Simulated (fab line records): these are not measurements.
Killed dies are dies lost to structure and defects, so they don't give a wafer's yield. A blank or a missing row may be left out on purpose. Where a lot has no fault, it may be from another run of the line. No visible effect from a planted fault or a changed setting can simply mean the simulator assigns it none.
Struck lot and sound lot, side by side :: flow sky130 :: 17 steps out of a route of 708
Sound: the wafers L488.1, L488.3, L488.4. Wafers L485.1, L485.2, L485.5 were the ones struck. At the end, the cause is stated.
Order at every step that has rows: each side's tool, ch and its chambers, its first start. Under that, the readings that differ: sound wafers :: struck wafers :: difference of the means :: sigmas: that difference in standard deviations of wafers without a fault.
alike: readings whose means differ by less than 2 such deviations, and words and numbers that are the same on both sides. not compared: withheld readings, readings that some wafer has no value for, bounds like >300 that may hide the same value, and numbers for which the record gives no deviation and whose values overlap.
The two part at a step that has a row with sigmas, a row that says differs or no value, or rows on one side only. Non-overlapping numbers with no deviation appear without sigmas and do not part them. A reading missing from all wafers of one side parts the sides only when that side holds two or more wafers.

first, 1 step without rows for these wafers: SKY_VT_ADJUST_PCH_IMPLANT_08.
SKY_VT_ADJUST_PCH_STRIP_09: strips in O2/N2.
  sound on plasma_asher-01 ch 0,1, day 16 08:07; struck on plasma_asher-04 ch 0,1, day 15 13:57
  alike: drypump_motor_current_A, oes_product_au, strip_time_to_endpoint_s
  not compared: rf_hours_counter_h
SKY_VT_ADJUST_PCH_TW_MEAS_10:
  sound on film_metro-02 at day 16 08:13; struck on film_metro-04 at day 15 14:03
reading: VT_ADJUST_PCH_TW
sound: 140.6 140.9 140.3
struck: 143.7 144.1 143.4
difference: +3.1
sigmas: +3
then, 7 steps without rows for these wafers: SKY_SONOS_TUNNEL_DEHYDRATE_00 (time 60 s); SKY_SONOS_TUNNEL_HMDS_01 (prime time 60 s); SKY_SONOS_TUNNEL_COAT_02 (resist thk 1140 nm); SKY_SONOS_TUNNEL_SOFTBAKE_03 (time 60 s); SKY_SONOS_TUNNEL_EXPOSE_04 (exposes mask TUNM, target cd 410 nm); SKY_SONOS_TUNNEL_PEB_05; SKY_SONOS_TUNNEL_DEVELOP_06 (develop time 60 s).
SKY_SONOS_TUNNEL_CD_MEAS_07 targets a cd of 410 nm.
  sound on cd_sem-01 at day 17 11:47; struck on cd_sem-02 at day 16 15:50
  alike: cd_nm
SKY_SONOS_TUNNEL_OVL_MEAS_08:
  sound on overlay-01 at day 17 11:55; struck on overlay-01 at day 16 15:58
  alike: SONOS_TUNNEL_OVL
SKY_SONOS_TUNNEL_IMPLANT_09:
  sound on implanter-03 ch 0, day 17 11:56; struck on implanter-02 ch 0, day 16 15:59
reading: dose_ions_cm2
sound: 1.0004e+12 1.0018e+12 1.0009e+12
struck: 3.435e+11 3.419e+11 3.425e+11
difference: -6.584e+11
sigmas: -99 or more

reading: faraday_current_uA
sound: 5.63 5.59 5.65
struck: 1.92 1.89 2.00
difference: -3.69
sigmas: -31
  alike: end_station_pressure_torr
then, 2 steps without rows for these wafers: SKY_SONOS_TUNNEL_WET_ETCH_10 (etches SiO2 in dHF, target depth 14 nm, time 280 s); SKY_SONOS_TUNNEL_STRIP_11 (strips in SPM, time 600 s).
SKY_SONOS_TUNNEL_TW_MEAS_12:
  sound on film_metro-04 at day 17 12:22; struck on film_metro-02 at day 16 16:49
reading: SONOS_TUNNEL_TW
sound: 198.0 198.1 196.4
struck: 144.2 144.6 144.9
difference: -52.9
sigmas: -35
  not compared: hold
-- here the record skips 33 days between the struck wafers' starts before and after, leaving off in module SONOS_TUNNEL and picking up in module PAD_OPEN (first step shown: number 708 of the route) --
SKY_PAD_OPEN_PROBE_99:
  sound on prober-02 at day 50 17:58; struck on prober-01 at day 50 02:32
reading: model.etest.tip_sonos.rs_ohm_sq
sound: 2593 2626 2623
struck: 2564 2550 2558
difference: -57
sigmas: 

reading: model.etest.sonos_uncharged.r_on_ohm_um
sound: 815.1 800.4 809.4
struck: 754.2 757.5 762.8
difference: -50.1
sigmas: 

reading: model.etest.sonos_programmed.off_log10_a_um
sound: -13.89 -14.04 -14.01
struck: -12.01 -12.19 -11.67
difference: +2.02
sigmas: 

reading: model.etest.sonos_programmed.vt_v (V)
sound: 1.593 1.538 1.591
struck: 1.271 1.295 1.275
difference: -0.294
sigmas: 

reading: model.etest.sonos_baked.vt_v (V)
sound: 1.069 1.04 1.044
struck: 0.7905 0.7888 0.8001
difference: -0.2579
sigmas: 

reading: model.etest.sonos_uncharged.vt_v (V)
sound: -0.4165 -0.4076 -0.444
struck: -0.6315 -0.6167 -0.5998
difference: -0.1933
sigmas: 

reading: model.etest.sonos_erased.vt_v (V)
sound: -2.315 -2.335 -2.344
struck: -2.433 -2.478 -2.555
difference: -0.157
sigmas: 
  alike: killed_at_M0_to_M3, killed_at_M4_up, killed_at_contacts, killed_at_front_end, killed_at_other, killed_dies, killed_open, killed_short

WHERE THEY PART
Earliest at SKY_VT_ADJUST_PCH_TW_MEAS_10; latest, in this record, at SKY_SONOS_TUNNEL_TW_MEAS_12. Later steps at which nothing parts them and some readings are alike: SKY_PAD_OPEN_PROBE_99.

WHY: whatever the simulator had introduced
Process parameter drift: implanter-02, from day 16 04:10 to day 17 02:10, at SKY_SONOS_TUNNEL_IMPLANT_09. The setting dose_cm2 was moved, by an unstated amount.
